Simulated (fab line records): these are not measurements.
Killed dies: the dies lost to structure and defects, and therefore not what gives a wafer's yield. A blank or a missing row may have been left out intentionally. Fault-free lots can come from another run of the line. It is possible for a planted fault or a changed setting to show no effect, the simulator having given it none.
The tool behind it: which one? + flow gf180mcu + Sampling: 13 lots, 39 wafers, 5 of 602 route steps

== WHAT EACH GAUGE READ, for each wafer ==
GF_STI_BOW_MEAS_00. Usual: INCOMING_BOW 0 um, standard deviation 6.
| lot  | measured    | on            | INCOMING_BOW (um) | flag |
|------|-------------|---------------|-------------------|------|
| L867 | day 1 15:00 | film_metro-03 | -5 -8 3           |      |
| L868 | day 1 20:01 | film_metro-02 | -2 -5 -3          |      |
| L872 | day 2 16:00 | film_metro-02 | 7 -7 10           |      |
| L873 | day 2 21:01 | film_metro-04 | -3 -1 8           |      |
| L874 | day 3 02:01 | film_metro-02 | 7 -1 11           |      |
| L876 | day 3 12:00 | film_metro-02 | 6 -4 1            |      |
| L878 | day 3 22:00 | film_metro-04 | 10 3 1            |      |
| L881 | day 4 13:04 | film_metro-03 | 5 0 5             |      |
| L882 | day 4 18:00 | film_metro-02 | -2 5 7            |      |
| L884 | day 5 04:00 | film_metro-03 | -3 0 3            |      |
| L885 | day 5 09:00 | film_metro-02 | 7 5 -2            |      |
| L886 | day 5 14:00 | film_metro-03 | 8 0 -2            |      |
| L889 | day 6 05:00 | film_metro-03 | -3 9 1            |      |

GF_DNWELL_TW_MEAS_09. Usual: DNWELL_TW 1364, standard deviation 7.8.
| lot  | measured    | on            | DNWELL_TW         | flag |
|------|-------------|---------------|-------------------|------|
| L867 | day 2 23:32 | film_metro-01 | 1380 1379 1376    |      |
| L868 | day 3 08:04 | film_metro-01 | 1376 1381 1367    |      |
| L872 | day 4 01:35 | film_metro-01 | 1371 1374 1373    |      |
| L873 | day 4 09:52 | film_metro-03 | 1367 1372 1368    |      |
| L874 | day 4 13:37 | film_metro-03 | 1358 1349 1345    |      |
| L876 | day 5 00:04 | film_metro-03 | 1361 1365 1364    |      |
| L878 | day 5 13:25 | film_metro-01 | 31 31 31 31 31 31 | OFF  |
| L881 | day 6 03:32 | film_metro-01 | 1373 1361 1374    |      |
| L882 | day 6 09:43 | film_metro-03 | 1366 1358 1356    |      |
| L884 | day 6 18:10 | film_metro-01 | 1361 1359 1365    |      |
| L885 | day 6 23:48 | film_metro-01 | 1372 1368 1370    |      |
| L886 | day 7 04:40 | film_metro-03 | 1360 1357 1366    |      |
| L889 | day 7 22:29 | film_metro-02 | 1354 1350 1349    |      |

GF_DUAL_GATE_OVL_MEAS_11. Usual: DUAL_GATE_OVL -0.7 nm, standard deviation 1.
| lot  | measured     | on         | DUAL_GATE_OVL (nm) | flag |
|------|--------------|------------|--------------------|------|
| L867 | day 8 11:51  | overlay-01 | -0.2 -0.6 0.7      |      |
| L868 | day 9 02:16  | overlay-01 | -1.7 -1.4 -1.2     |      |
| L872 | day 10 00:01 | overlay-02 | -0.3 -0.4 0.7      |      |
| L873 | day 10 10:25 | overlay-02 | 0.5 0.2 -0.2       |      |
| L874 | day 10 14:52 | overlay-02 | -0.2 -0.4 -1.0     |      |
| L876 | day 11 06:07 | overlay-02 | -1.7 -0.2 -0.1     |      |
| L881 | day 12 18:55 | overlay-02 | 0.0 -1.9 -1.2      |      |
| L882 | day 13 03:43 | overlay-02 | -2.0 -2.2 -2.5     |      |
| L884 | day 13 17:31 | overlay-02 | -2.3 -0.6 -2.0     |      |
| L885 | day 13 21:45 | overlay-01 | -0.3 -0.6 0.1      |      |
| L886 | day 14 03:06 | overlay-02 | 0.1 0.0 0.4        |      |
| L889 | day 15 04:27 | overlay-02 | 0.9 0.4 -0.7       |      |

== WHAT TOOL EACH LOT RAN ON (gives the tool, then ch and the chambers of the sampled wafers, and finally the start) ==
| lot  | GF_DNWELL_EXPOSE_04                | GF_LVPWELL_STRIP_10                 |
|------|------------------------------------|-------------------------------------|
| L867 | iline_stepper-01 ch 0, day 2 17:11 | plasma_asher-02 ch 0,1, day 4 01:57 |
| L868 | iline_stepper-02 ch 0, day 3 01:45 | plasma_asher-04 ch 0,1, day 4 11:15 |
| L872 | iline_stepper-02 ch 0, day 3 19:17 | plasma_asher-04 ch 0,1, day 5 05:09 |
| L873 | iline_stepper-02 ch 0, day 4 02:36 | plasma_asher-04 ch 0,1, day 5 13:50 |
| L874 | iline_stepper-01 ch 0, day 4 06:58 | plasma_asher-04 ch 0,1, day 5 18:23 |
| L876 | iline_stepper-02 ch 0, day 4 17:17 | plasma_asher-02 ch 0,1, day 6 05:41 |
| L878 | iline_stepper-02 ch 0, day 5 05:44 | -                                   |
| L881 | iline_stepper-01 ch 0, day 5 19:47 | plasma_asher-02 ch 0,1, day 7 10:53 |
| L882 | iline_stepper-01 ch 0, day 6 02:16 | plasma_asher-01 ch 0,1, day 7 17:02 |
| L884 | iline_stepper-02 ch 0, day 6 10:26 | plasma_asher-02 ch 0,1, day 8 02:41 |
| L885 | iline_stepper-02 ch 0, day 6 15:56 | plasma_asher-02 ch 0,1, day 8 08:35 |
| L886 | iline_stepper-02 ch 0, day 6 20:58 | plasma_asher-01 ch 0,1, day 8 13:23 |
| L889 | iline_stepper-02 ch 0, day 7 14:36 | plasma_asher-04 ch 1, day 9 08:29   |
- GF_DNWELL_EXPOSE_04: exposes mask DNWELL, target cd 1700 nm.
- GF_LVPWELL_STRIP_10: strips in O2/N2.

== WHAT THE TOOLS THEMSELVES READ (means of the sampled wafers that have a number; where no wafer has one, the mark that the record gives instead) ==
GF_LVPWELL_STRIP_10. Usual: drypump_motor_current_A 5.6 A, standard deviation 0.42; heater_power_w 315 W, standard deviation 21; oes_product_au 0.722 a.u., standard deviation 0.0037; strip_time_to_endpoint_s 36.98 s, standard deviation 0.11.
| lot  | tool            | drypump_motor_current_A (A) | heater_power_w (W) | oes_product_au (a.u.) | strip_time_to_endpoint_s (s) | flag |
|------|-----------------|-----------------------------|--------------------|-----------------------|------------------------------|------|
| L867 | plasma_asher-02 | 5.3                         | 292                | 0.722                 | 36.99                        |      |
| L868 | plasma_asher-04 | 6.2                         | 324                | 0.719                 | 36.89                        |      |
| L872 | plasma_asher-04 | 6.2                         | 330                | 0.724                 | 37.00                        |      |
| L873 | plasma_asher-04 | 6.2                         | 330                | 0.720                 | 37.06                        |      |
| L874 | plasma_asher-04 | 6.2                         | 329                | 0.725                 | 36.89                        |      |
| L876 | plasma_asher-02 | 5.3                         | 298                | 0.723                 | 36.83                        |      |
| L881 | plasma_asher-02 | 5.3                         | 301                | 0.719                 | 36.93                        |      |
| L882 | plasma_asher-01 | 5.8                         | 328                | 0.720                 | 36.84                        |      |
| L884 | plasma_asher-02 | 5.3                         | 297                | 0.722                 | 36.96                        |      |
| L885 | plasma_asher-02 | 5.3                         | 298                | 0.721                 | 36.88                        |      |
| L886 | plasma_asher-01 | 5.8                         | 339                | 0.726                 | 37.13                        |      |
| L889 | plasma_asher-04 | 6.2                         | 333                | 0.719                 | 36.95                        |      |

== THE ANSWER, worked out from the rows above alone ==
Rule: lot off if the mean of its wafers having a number is beyond 3 standard deviations from the usual mean. Also off: a lot with no number at a reading for which 4 or more lots have one. Where the step has rows for the other lots, those lots are counted as sound. The gauges are gone through in route order, then the tools' own readings, and for those a lot's mean is taken as printed above. The first step at which some lot is off is used, and at that step the reading that is off furthest; a lot without a number counts as furthest.
Off: at GF_DNWELL_TW_MEAS_09 (DNWELL_TW), L878.
A tool fits if, at a process step before that reading, it ran every lot that is off, and no sound lot after the first of them. Those tools and the gauges at GF_DNWELL_TW_MEAS_09 are tried in the same way. Of those tried, none fits.

== WHAT HAD BEEN PUT IN BY THE SIMULATOR ==
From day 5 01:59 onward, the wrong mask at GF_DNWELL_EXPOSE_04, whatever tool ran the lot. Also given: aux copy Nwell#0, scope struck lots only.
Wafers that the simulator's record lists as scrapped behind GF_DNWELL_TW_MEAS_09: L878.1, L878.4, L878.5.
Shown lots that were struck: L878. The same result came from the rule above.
